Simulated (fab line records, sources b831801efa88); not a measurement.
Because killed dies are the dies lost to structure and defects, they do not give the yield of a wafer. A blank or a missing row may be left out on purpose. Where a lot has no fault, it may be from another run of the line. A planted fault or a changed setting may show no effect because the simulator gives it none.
Which of the tools did it?	flow sky130	10 lots with 30 wafers sampled at 3 steps, on a route of 708 steps

WHAT EACH GAUGE READ, for each wafer
SKY_SD_N_TW_MEAS_12.
lot	measured	on	SD_N_TW
L943	day 28 09:00	film metro-03	4004 4020 3998
L946	day 29 16:49	film metro-04	3976 3961 3936
L947	day 30 02:34	film metro-02	3964 3965 3948
L949	day 30 03:04	film metro-03	4012 3993 4000
L951	day 31 18:19	film metro-02	3969 3931 3949
L956	day 33 13:57	film metro-03	3761 3760 3763
L959	day 33 15:33	film metro-02	3685 3669 3678
L960	day 33 21:44	film metro-02	3954 3922 3927
L963	day 34 18:02	film metro-02	3946 3940 3939
L965	day 35 09:07	film metro-04	3975 3978 3982

TOOL THAT RAN EACH LOT (tool first, then ch and the chambers of the sampled wafers, then the start)
lot	SKY_SD_N_IMPLANT_09	SKY_SD_N_STRIP_11
L943	implanter-04 ch 0, day 28 08:37	plasma asher-01 ch 0,1, day 28 08:53
L946	implanter-04 ch 0, day 29 16:25	plasma asher-03 ch 1, day 29 16:43
L947	implanter-03 ch 0, day 30 02:10	plasma asher-03 ch 0,1, day 30 02:28
L949	implanter-01 ch 0, day 30 02:41	plasma asher-04 ch 0,1, day 30 02:59
L951	implanter-03 ch 0, day 31 17:55	plasma asher-03 ch 0,1, day 31 18:13
L956	implanter-04 ch 0, day 33 13:34	plasma asher-03 ch 0,1, day 33 13:50
L959	implanter-04 ch 0, day 33 15:12	plasma asher-03 ch 0,1, day 33 15:28
L960	implanter-01 ch 0, day 33 21:22	plasma asher-01 ch 0,1, day 33 21:40
L963	implanter-03 ch 0, day 34 17:40	plasma asher-01 ch 0,1, day 34 17:58
L965	implanter-03 ch 0, day 35 08:44	plasma asher-01 ch 0,1, day 35 09:01
- SKY_SD_N_IMPLANT_09
- SKY_SD_N_STRIP_11: strips in O2/N2.

THE ANSWER, worked out from the rows above alone
Rule: usual is defined by the lots themselves. Put in order of their means at a reading, lots are off if they are a third of the lots or fewer, leave a main group of 4 or more, and stand apart from it by a gap of 3 or more times the standard deviation of the main group's means; of several such gaps the widest counts. A main group is skipped when, at the precision printed for the reading in the tables above, its means are all equal. A lot without any number at a reading at which 4 lots or more have one is off too. The other lots that the step has rows for count as sound.
Off: L956, L959, at SKY_SD_N_TW_MEAS_12 (SD_N_TW). Main group: mean 3966, sd 25.
A tool fits if, at a process step before that reading, it ran every lot that is off, and no sound lot after the first of them. Those tools and the gauges at SKY_SD_N_TW_MEAS_12 are tried in the same way. This does not decide it: 2 tools fit, namely implanter-04 at SKY_SD_N_IMPLANT_09 and plasma asher-03 at SKY_SD_N_STRIP_11.

WHAT THE SIMULATOR PUT IN
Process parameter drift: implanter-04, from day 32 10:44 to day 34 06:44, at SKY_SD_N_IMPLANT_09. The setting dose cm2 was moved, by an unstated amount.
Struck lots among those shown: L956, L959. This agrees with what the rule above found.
